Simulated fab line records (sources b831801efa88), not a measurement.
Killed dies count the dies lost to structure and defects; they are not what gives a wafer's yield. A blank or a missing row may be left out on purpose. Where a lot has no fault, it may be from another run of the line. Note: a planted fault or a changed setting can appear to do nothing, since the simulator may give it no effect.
The tool behind it: which one? ; flow gf180mcu ; Sampling: 11 lots, 33 wafers, 6 of 602 route steps

## WHAT THE GAUGES READ, wafer by wafer
GF_PSD_OVL_MEAS_08.
lot;measured;on;PSD_OVL (nm)
L333;day 13 22:49;overlay-02;2.4 -0.4 1.5
L334;day 14 12:48;overlay-01;-0.8 -1.6 -2.7
L336;day 14 21:40;overlay-01;-0.7 -0.8 -0.3
L335;day 15 04:16;overlay-02;1.2 0.6 -0.1
L337;day 15 07:32;overlay-01;-2.5 -2.7 -1.8
L347;day 19 01:38;overlay-01;-0.1 1.3 -0.3
L348;day 19 09:44;overlay-02;-0.1 -1.5 -0.5
L353;day 21 10:33;overlay-01;-0.7 -1.1 -0.5
L354;day 21 17:19;overlay-01;0.0 -0.8 -1.0
L355;day 22 02:41;overlay-01;0.8 -2.0 -0.5
L356;day 22 05:59;overlay-01;-2.0 0.0 -0.2

GF_PSD_TW_MEAS_11.
lot;measured;on;PSD_TW
L333;day 13 23:06;filmMetro-01;3182 3183 3194
L334;day 14 13:05;filmMetro-01;3185 3188 3171
L336;day 14 21:58;filmMetro-02;3207 3200 3215
L335;day 15 04:34;filmMetro-01;3182 3183 3183
L337;day 15 07:49;filmMetro-01;3199 3175 3202
L347;day 19 01:55;filmMetro-02;3251 3299 3279
L348;day 19 10:02;filmMetro-01;3189 3177 3158
L353;day 21 10:50;filmMetro-01;3178 3182 3183
L354;day 21 17:37;filmMetro-01;3172 3179 3203
L355;day 22 02:59;filmMetro-04;3189 3189 3192
L356;day 22 06:16;filmMetro-04;3204 3192 3185

GF_PSD_RS_MEAS_15: measures by four-point-probe.
lot;measured;on;PSD_RS (ohm/sq)
L333;day 13 23:25;filmMetro-02;108.3 108.0 108.3
L334;day 14 13:26;filmMetro-02;108.7 108.4 108.7
L336;day 14 22:16;filmMetro-02;108.3 108.2 108.3
L335;day 15 04:52;filmMetro-04;108.5 108.5 108.8
L337;day 15 08:09;filmMetro-02;108.5 108.9 108.5
L347;day 19 02:15;filmMetro-04;109.9 109.1 109.1
L348;day 19 10:21;filmMetro-04;108.9 108.8 109.0
L353;day 21 11:11;filmMetro-01;108.4 108.5 108.8
L354;day 21 17:55;filmMetro-04;108.8 108.7 108.6
L355;day 22 03:18;filmMetro-01;108.3 108.6 108.7
L356;day 22 06:39;filmMetro-04;109.0 108.9 108.8

## EACH LOT AND THE TOOL THAT RAN IT (in order: tool; ch and the chambers of the sampled wafers; start)
lot;GF_HV_LDD_STRIP_49;GF_PSD_IMPLANT_09;GF_PSD_STRIP_10
L333;plasmaAsher-01 ch 0,1, day 12 04:21;implanter-03 ch 0, day 13 22:51;plasmaAsher-03 ch 0,1, day 13 23:00
L334;plasmaAsher-02 ch 0,1, day 12 16:02;implanter-04 ch 0, day 14 12:52;plasmaAsher-04 ch 0,1, day 14 13:01
L336;plasmaAsher-04 ch 0,1, day 13 02:00;implanter-03 ch 0, day 14 21:43;plasmaAsher-04 ch 0,1, day 14 21:52
L335;plasmaAsher-01 ch 0,1, day 13 07:27;implanter-02 ch 0, day 15 04:19;plasmaAsher-03 ch 0,1, day 15 04:28
L337;plasmaAsher-01 ch 0,1, day 13 08:50;implanter-02 ch 0, day 15 07:36;plasmaAsher-04 ch 0,1, day 15 07:44
L347;plasmaAsher-01 ch 0,1, day 16 22:32;implanter-02 ch 0, day 19 01:42;plasmaAsher-04 ch 0,1, day 19 01:50
L348;plasmaAsher-04 ch 0,1, day 17 06:09;implanter-03 ch 0, day 19 09:48;plasmaAsher-04 ch 0,1, day 19 09:55
L353;plasmaAsher-01 ch 0,1, day 19 07:05;implanter-03 ch 0, day 21 10:37;plasmaAsher-01 ch 0,1, day 21 10:45
L354;plasmaAsher-04 ch 0, day 19 14:09;implanter-03 ch 0, day 21 17:21;plasmaAsher-04 ch 0,1, day 21 17:30
L355;plasmaAsher-02 ch 0,1, day 19 22:45;implanter-03 ch 0, day 22 02:44;plasmaAsher-03 ch 0,1, day 22 02:52
L356;plasmaAsher-02 ch 0,1, day 20 03:20;implanter-04 ch 0, day 22 06:03;plasmaAsher-03 ch 0,1, day 22 06:11
- GF_HV_LDD_STRIP_49: strips in O2/N2.
- GF_PSD_IMPLANT_09
- GF_PSD_STRIP_10: strips in O2/N2.

## AS READ BY THE TOOLS THEMSELVES (means over the sampled wafers that have a number; for cases with no such wafer, the mark the record gives instead)
GF_HV_LDD_STRIP_49.
lot;tool;drypumpMotorCurrentA (A);heaterPowerW (W);o2FlowSccm (sccm);oesProductAu (a.u.);platenTempC (C);stripTimeToEndpointS (s)
L333;plasmaAsher-01;5.7;323;3000;0.716;249.94;12.65
L334;plasmaAsher-02;5.4;282;2995;0.714;250.07;12.68
L336;plasmaAsher-04;5.1;370;2990;0.714;249.95;12.63
L335;plasmaAsher-01;6.0;317;3001;0.716;249.97;12.65
L337;plasmaAsher-01;5.7;319;3011;0.714;250.04;12.60
L347;plasmaAsher-01;6.0;312;3006;0.714;249.91;12.62
L348;plasmaAsher-04;5.2;344;2998;0.717;249.90;12.65
L353;plasmaAsher-01;5.8;319;3003;0.718;249.98;12.65
L354;plasmaAsher-04;4.9;379;3006;0.715;250.07;12.64
L355;plasmaAsher-02;5.2;295;3005;0.718;249.85;12.64
L356;plasmaAsher-02;5.4;278;3001;0.718;250.01;12.68

GF_PSD_STRIP_10.
lot;tool;drypumpMotorCurrentA (A);heaterPowerW (W);o2FlowSccm (sccm);oesProductAu (a.u.);platenTempC (C);stripTimeToEndpointS (s)
L333;plasmaAsher-03;6.1;323;3004;0.591;250.20;16.53
L334;plasmaAsher-04;5.0;366;3016;0.592;250.06;16.57
L336;plasmaAsher-04;5.2;347;3006;0.595;249.93;16.50
L335;plasmaAsher-03;6.1;316;3001;0.597;249.96;16.53
L337;plasmaAsher-04;5.2;348;3001;0.588;250.15;16.57
L347;plasmaAsher-04;5.1;369;3011;0.595;250.16;16.46
L348;plasmaAsher-04;5.1;371;3003;0.598;250.08;16.48
L353;plasmaAsher-01;6.0;317;2996;0.595;249.81;16.54
L354;plasmaAsher-04;5.2;349;2998;0.595;249.98;16.58
L355;plasmaAsher-03;6.1;346;3005;0.591;250.14;16.53
L356;plasmaAsher-03;6.1;341;3000;0.586;250.09;16.51

## THE ANSWER, worked out from the rows above alone
Rule: the usual values come from the lots themselves. Put in order of their means at a reading, lots are off if they are a third of the lots or fewer, leave a main group of 4 or more, and stand apart from it by a gap of 3 or more times the standard deviation of the main group's means; of several such gaps the widest counts. The tables above print the reading to a certain number of digits; a main group whose means all agree to those digits is not used. A lot without any number at a reading at which 4 lots or more have one is off too. The other lots that the step has rows for count as sound. The gauges are gone through in route order, then the tools' own readings, and for those a lot's mean is taken as printed above. The first step at which some lot is off is used, and at that step the reading that is off furthest; a lot without a number counts as furthest.
Off: at GF_PSD_TW_MEAS_11 (PSD_TW), L347. Main group: mean 3187, sd 8.6.
If a tool, at a process step before that reading, ran all the lots that are off and no sound lot after the first of them, it fits. Gauges at GF_PSD_TW_MEAS_11: tried the same way as those tools. Undecided on this evidence; 2 tools fit (implanter-02 at GF_PSD_IMPLANT_09, filmMetro-02 at GF_PSD_TW_MEAS_11).

## WHAT HAD BEEN PUT IN BY THE SIMULATOR
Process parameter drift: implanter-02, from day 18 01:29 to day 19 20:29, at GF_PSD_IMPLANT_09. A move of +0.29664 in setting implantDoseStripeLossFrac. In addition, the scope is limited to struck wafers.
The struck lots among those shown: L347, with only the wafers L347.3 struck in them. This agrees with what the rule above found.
